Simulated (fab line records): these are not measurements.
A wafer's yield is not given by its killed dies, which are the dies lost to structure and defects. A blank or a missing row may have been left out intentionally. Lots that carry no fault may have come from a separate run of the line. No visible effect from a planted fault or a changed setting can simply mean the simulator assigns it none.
The tool behind it: which one? + flow sky130 + Sampling: 10 lots, 30 wafers, 6 of 708 route steps

## WHAT EACH GAUGE READ, for each wafer
SKY_LOCAL_INTERCONNECT_RS_MEAS_01: measurement is done with a four-point probe.
| lot  | measured     | on            | LOCAL_INTERCONNECT_TIN_RS (ohm/sq) |
|------|--------------|---------------|------------------------------------|
| L347 | day 29 05:26 | film-metro-03 | 14.20 14.31 14.33                  |
| L348 | day 29 13:53 | film-metro-03 | 14.40 14.22 14.42                  |
| L349 | day 29 16:59 | film-metro-04 | 14.12 13.89 13.78                  |
| L350 | day 30 08:05 | film-metro-03 | 14.37 14.27 14.27                  |
| L351 | day 30 20:32 | film-metro-03 | 14.27 14.44 14.32                  |
| L352 | day 30 21:55 | film-metro-03 | 14.01 13.93 14.37                  |
| L353 | day 31 04:16 | film-metro-04 | 14.23 14.47 14.43                  |
| L359 | day 33 11:04 | film-metro-03 | 14.11 14.09 14.27                  |
| L361 | day 34 01:26 | film-metro-02 | 14.32 14.28 14.10                  |
| L368 | day 36 20:18 | film-metro-03 | 14.08 14.35 14.38                  |

SKY_VIA2_THK_MEAS_23: measures by xrf.
| lot  | measured     | on            | VIA2_W_THK (nm) |
|------|--------------|---------------|-----------------|
| L347 | day 36 09:11 | film-metro-03 | 403 415 407     |
| L348 | day 36 15:56 | film-metro-01 | 418 413 411     |
| L349 | day 36 19:36 | film-metro-03 | 409 405 407     |
| L350 | day 37 08:19 | film-metro-03 | 409 405 405     |
| L351 | day 37 20:11 | film-metro-01 | 422 423 419     |
| L352 | day 37 22:04 | film-metro-03 | 403 398 393     |
| L353 | day 38 05:34 | film-metro-03 | 408 405 409     |
| L359 | day 40 07:18 | film-metro-03 | 403 409 404     |
| L361 | day 40 22:26 | film-metro-04 | 412 404 405     |
| L368 | day 43 10:03 | film-metro-03 | 403 402 403     |

SKY_CAPM_RS_MEAS_03: measurement is done with a four-point probe.
| lot  | measured     | on            | CAPM_TIN_RS (ohm/sq) |
|------|--------------|---------------|----------------------|
| L347 | day 36 09:53 | film-metro-01 | 6.78 6.78 6.85       |
| L348 | day 36 16:40 | film-metro-03 | 6.89 6.89 6.89       |
| L349 | day 36 20:20 | film-metro-02 | 6.92 6.90 6.92       |
| L350 | day 37 09:03 | film-metro-02 | 6.92 6.80 6.82       |
| L351 | day 37 20:53 | film-metro-03 | 6.71 6.73 6.73       |
| L352 | day 37 22:46 | film-metro-03 | 6.86 6.98 6.95       |
| L353 | day 38 06:16 | film-metro-03 | 6.79 6.96 6.87       |
| L359 | day 40 08:00 | film-metro-03 | 7.10 7.00 7.04       |
| L361 | day 40 23:16 | film-metro-01 | 6.85 8.66 6.82       |
| L368 | day 43 10:46 | film-metro-03 | 6.80 6.72 6.74       |

SKY_CAPM_THK_MEAS_04: measures by xrf.
| lot  | measured     | on            | CAPM_TIN_THK (nm) |
|------|--------------|---------------|-------------------|
| L347 | day 36 10:00 | film-metro-01 | 204.6 203.9 201.9 |
| L348 | day 36 16:46 | film-metro-03 | 200.7 200.2 201.1 |
| L349 | day 36 20:26 | film-metro-02 | 202.2 202.5 202.2 |
| L350 | day 37 09:09 | film-metro-02 | 202.1 204.4 204.2 |
| L351 | day 37 21:01 | film-metro-03 | 207.2 207.0 205.3 |
| L352 | day 37 22:53 | film-metro-03 | 201.7 199.3 199.4 |
| L353 | day 38 06:23 | film-metro-03 | 203.8 199.8 204.0 |
| L359 | day 40 08:07 | film-metro-03 | 195.4 197.6 196.9 |
| L361 | day 40 23:22 | film-metro-01 | 201.7 160.7 202.3 |
| L368 | day 43 10:53 | film-metro-03 | 204.8 207.6 206.7 |

## WHAT TOOL EACH LOT RAN ON (gives the tool, then ch and the chambers of the sampled wafers, and finally the start)
| lot  | SKY_LI_CONTACT_CVD_21         | SKY_CAPM_SPUTTER_02          |
|------|-------------------------------|------------------------------|
| L347 | cvd-w-02 ch 0,1, day 29 04:46 | pvd-sputter-03, day 36 09:46 |
| L348 | cvd-w-01 ch 0,1, day 29 13:12 | pvd-sputter-02, day 36 16:31 |
| L349 | cvd-w-01 ch 0,1, day 29 16:20 | pvd-sputter-01, day 36 20:11 |
| L350 | cvd-w-02 ch 0,1, day 30 07:25 | pvd-sputter-01, day 37 08:54 |
| L351 | cvd-w-01 ch 0,1, day 30 19:52 | pvd-sputter-01, day 37 20:47 |
| L352 | cvd-w-02 ch 0,1, day 30 21:09 | pvd-sputter-03, day 37 22:38 |
| L353 | cvd-w-01 ch 0,1, day 31 03:24 | pvd-sputter-03, day 38 06:09 |
| L359 | cvd-w-02 ch 0,1, day 33 10:23 | pvd-sputter-03, day 40 07:54 |
| L361 | cvd-w-01 ch 0, day 34 00:29   | pvd-sputter-01, day 40 23:08 |
| L368 | cvd-w-02 ch 0,1, day 36 19:37 | pvd-sputter-02, day 43 10:39 |
- SKY_LI_CONTACT_CVD_21: deposits W, target thk 400 nm, time 120.56 s.
- SKY_CAPM_SPUTTER_02: material TiN, target thk 200 nm, time 166.7 s.

## AS READ BY THE TOOLS THEMSELVES (means over the sampled wafers that have a number; for cases with no such wafer, the mark the record gives instead)
SKY_LI_CONTACT_CVD_21.
| lot  | tool     | heater-power-w (W) |
|------|----------|--------------------|
| L347 | cvd-w-02 | 962                |
| L348 | cvd-w-01 | 855                |
| L349 | cvd-w-01 | 847                |
| L350 | cvd-w-02 | 915                |
| L351 | cvd-w-01 | 862                |
| L352 | cvd-w-02 | 939                |
| L353 | cvd-w-01 | 842                |
| L359 | cvd-w-02 | 929                |
| L361 | cvd-w-01 | 841                |
| L368 | cvd-w-02 | 918                |

SKY_CAPM_SPUTTER_02.
| lot  | tool           | throttle-valve-pct (%) |
|------|----------------|------------------------|
| L347 | pvd-sputter-03 | 30.9                   |
| L348 | pvd-sputter-02 | 29.8                   |
| L349 | pvd-sputter-01 | 28.7                   |
| L350 | pvd-sputter-01 | 29.1                   |
| L351 | pvd-sputter-01 | 29.2                   |
| L352 | pvd-sputter-03 | 30.5                   |
| L353 | pvd-sputter-03 | 30.9                   |
| L359 | pvd-sputter-03 | 30.6                   |
| L361 | pvd-sputter-01 | 29.3                   |
| L368 | pvd-sputter-02 | 29.0                   |

## THE ANSWER, worked out from the rows above alone
Rule: usual is defined by the lots themselves. Put in order of their means at a reading, lots are off if they are a third of the lots or fewer, leave a main group of 4 or more, and stand apart from it by a gap of 3 or more times the standard deviation of the main group's means; of several such gaps the widest counts. Not used: any main group whose means are identical at the precision the tables above print for the reading. A lot without any number at a reading at which 4 lots or more have one is off too. Any other lot the step has rows for is counted as sound. First the gauges in route order, then the tools' own readings, where a lot's mean is used as printed above. The first step at which some lot is off is used, and at that step the reading that is off furthest; a lot without a number counts as furthest.
Off: L361, seen at SKY_CAPM_RS_MEAS_03 (CAPM_TIN_RS). The main group: mean 6.86 ohm/sq, standard deviation 0.092.
If a tool, at a process step before that reading, ran all the lots that are off and no sound lot after the first of them, it fits. The gauges at SKY_CAPM_RS_MEAS_03 are tried like those tools. Can't be told from this: 3 tools fit, cvd-w-01 at SKY_LI_CONTACT_CVD_21, pvd-sputter-01 at SKY_CAPM_SPUTTER_02, film-metro-01 at SKY_CAPM_RS_MEAS_03.

## WHAT HAD BEEN PUT IN BY THE SIMULATOR
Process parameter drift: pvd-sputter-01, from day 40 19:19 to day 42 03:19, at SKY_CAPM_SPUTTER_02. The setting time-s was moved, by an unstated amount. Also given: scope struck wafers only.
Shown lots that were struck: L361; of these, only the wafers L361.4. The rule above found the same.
